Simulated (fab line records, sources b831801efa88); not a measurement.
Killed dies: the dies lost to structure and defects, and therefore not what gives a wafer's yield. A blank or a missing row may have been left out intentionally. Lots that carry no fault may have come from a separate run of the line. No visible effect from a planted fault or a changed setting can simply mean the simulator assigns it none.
Comparing a struck lot with a sound one -- flow sky130 -- 20 out of 708 route steps
Sound: the wafers L599.1, L599.4, L599.6. Wafers struck: L585.1, L585.2, L585.4. At the end, the cause is stated.
At each step with rows: each side's tool, then ch and its chambers, then its first start. Under that, the readings that differ: sound wafers -- struck wafers -- difference of the means -- sigmas: that difference in standard deviations of wafers without a fault.
alike: readings whose means differ by less than 2 such deviations, and words and numbers that are the same on both sides. not compared: withheld readings, readings that some wafer has no value for, bounds like >300 that may hide the same value, and numbers for which the record gives no deviation and whose values overlap.
A row with sigmas, a row that says differs or no value, or rows on one side alone: a step with any of these is where the two part. Numbers that don't overlap but have no deviation are shown without sigmas and don't part them. A reading missing from all wafers of one side parts the sides only when that side holds two or more wafers.

first, 4 steps without rows for these wafers: SKY_NWELL_SOFTBAKE_06; SKY_NWELL_EXPOSE_07 (exposes mask NWM, target cd 840 nm); SKY_NWELL_PEB_08; SKY_NWELL_DEVELOP_09 (develop time 62.75 s).
SKY_NWELL_OVL_MEAS_10:
  sound: overlay-02 at day 9 05:38; struck: overlay-02 at day 6 02:42
  alike: NWELL_00_OVL
then, 3 steps without rows for these wafers: SKY_NWELL_IMPLANT_11; SKY_NWELL_IMPLANT_12; SKY_NWELL_IMPLANT_13.
SKY_NWELL_STRIP_14: strips in O2/N2.
  sound on plasmaAsher-03 ch 0,1, day 9 06:07; struck on plasmaAsher-03 ch 0,1, day 6 03:11
reading,sound,struck,difference,sigmas
stripTimeToEndpointS (s),36.91 36.88 36.87,37.20 37.05 37.03,+0.21,+2
  alike: drypumpMotorCurrentA, oesProductAu
  not compared: rfHoursCounterH
SKY_NWELL_TW_MEAS_15:
  sound: filmMetro-04 at day 9 06:13; struck: filmMetro-02 at day 6 03:17
  alike: NWELL_TW
then, 2 steps without rows for these wafers: SKY_NWELL_DEHYDRATE_16 (time 60 s); SKY_NWELL_HMDS_17 (prime time 60 s).
SKY_NWELL_COAT_18: resist thk 3000 nm.
  sound on lithoTrack-04 ch 0, day 9 17:51; struck on lithoTrack-03, day 6 12:36
  no value came back on the struck wafers for chillPlateTempC (C), dispensePressureKPa (kPa), resistLineTempC (C), spinSpeedRpm (rpm); on the sound wafers chillPlateTempC (C) reads 22.86 23.10 22.92
then, 4 steps without rows for these wafers: SKY_NWELL_SOFTBAKE_19; SKY_NWELL_EXPOSE_20 (exposes mask NWM COMPLEMENT, target cd 840 nm); SKY_NWELL_PEB_21; SKY_NWELL_DEVELOP_22 (develop time 60 s).
SKY_NWELL_OVL_MEAS_23:
  sound: overlay-01 at day 10 05:24; struck: overlay-02 at day 6 23:00
reading,sound,struck,difference,sigmas
NWELL_01_OVL (nm),1.1 0.8 0.3,- - -,no value on the struck wafers,
following that, these wafers have no rows for 1 step: SKY_NWELL_IMPLANT_24.
-- the record jumps here: 41 days lie between the struck wafers' starts before and after (it left off in module NWELL and takes up again in module PAD_OPEN, whose first step shown is number 708 of the route) --
SKY_PAD_OPEN_PROBE_99:
  sound: prober-01 at day 51 01:09; struck: prober-01 at day 48 02:56
reading,sound,struck,difference,sigmas
killedAtFrontEnd,14 17 26,433 417 425,+406,+85
killedDies,76 71 89,492 492 492,+413,+38
killedOnRim,12 17 22,96 96 96,+79,+22
  alike: killed_at_M0_to_M3, killed_at_M4_up, killedAtContacts, killedAtOther, killedOpen, killedShort

== WHERE THEY PART ==
First at SKY_NWELL_STRIP_14; last, within this record, at SKY_PAD_OPEN_PROBE_99.

WHY: what the simulator had put in
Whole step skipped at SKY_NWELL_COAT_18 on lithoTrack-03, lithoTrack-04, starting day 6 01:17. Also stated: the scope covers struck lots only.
